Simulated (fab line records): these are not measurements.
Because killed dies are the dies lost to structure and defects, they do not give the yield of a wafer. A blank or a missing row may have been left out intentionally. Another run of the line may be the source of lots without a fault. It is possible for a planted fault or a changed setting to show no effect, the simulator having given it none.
Matching of chambers + flow gf180mcu + 4 sister chambers for GF_V1_CMP_26 on cmp-02
The step polishes, stops on SiO2, t overpolish 15 s, target thk 0 nm. 4 wafers are shown with their chamber, then 9 later ones without.

## EACH WAFER AND ITS CHAMBER
| wafer  | chamber | motor-current-A (A) |
|--------|---------|---------------------|
| L674.3 | 3       | 9.5                 |
| L675.2 | 0       | 11.4                |
| L675.4 | 2       | 9.8                 |
| L675.6 | 1       | 11.2                |

## WAFERS MISSING THEIR CHAMBER
| wafer  | motor-current-A (A) |
|--------|---------------------|
| L676.3 | 11.4                |
| L676.5 | 9.5                 |
| L676.6 | 9.1                 |
| L677.1 | 12.4                |
| L677.4 | 9.0                 |
| L677.6 | 9.5                 |
| L679.1 | 9.2                 |
| L679.5 | 9.6                 |
| L679.6 | 9.6                 |

## THE CHAMBER EACH PASSED THROUGH
| wafer  | from the rows above     | in truth |
|--------|-------------------------|----------|
| L676.3 | can't be placed: 0 or 1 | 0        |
| L676.5 | can't be placed: 3 or 2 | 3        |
| L676.6 | can't be placed: 3 or 2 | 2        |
| L677.1 | can't be placed: 0 or 1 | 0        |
| L677.4 | can't be placed: 3 or 2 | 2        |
| L677.6 | can't be placed: 3 or 2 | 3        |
| L679.1 | can't be placed: 3 or 2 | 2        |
| L679.5 | can't be placed: 3 or 2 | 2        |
| L679.6 | can't be placed: 3 or 2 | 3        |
0 of 9 placed correctly. Cannot be placed on the basis of these rows: 9; the candidates contain the true chamber in 9. Number placed wrongly: 0.
How it was worked out, from the rows above alone: a wafer's distance from a chamber is the root of the sum, over the readings, of the square of ((its reading less the chamber's mean) divided by the reading's scatter). The wafer belongs to the nearest chamber; if the next one is less than 2 further off, it can't be placed. A chamber's mean is the mean of its shown wafers. The scatter (one wafer shown for each chamber): square how far every hidden wafer sits from the nearest shown wafer, average those squares and take the square root.
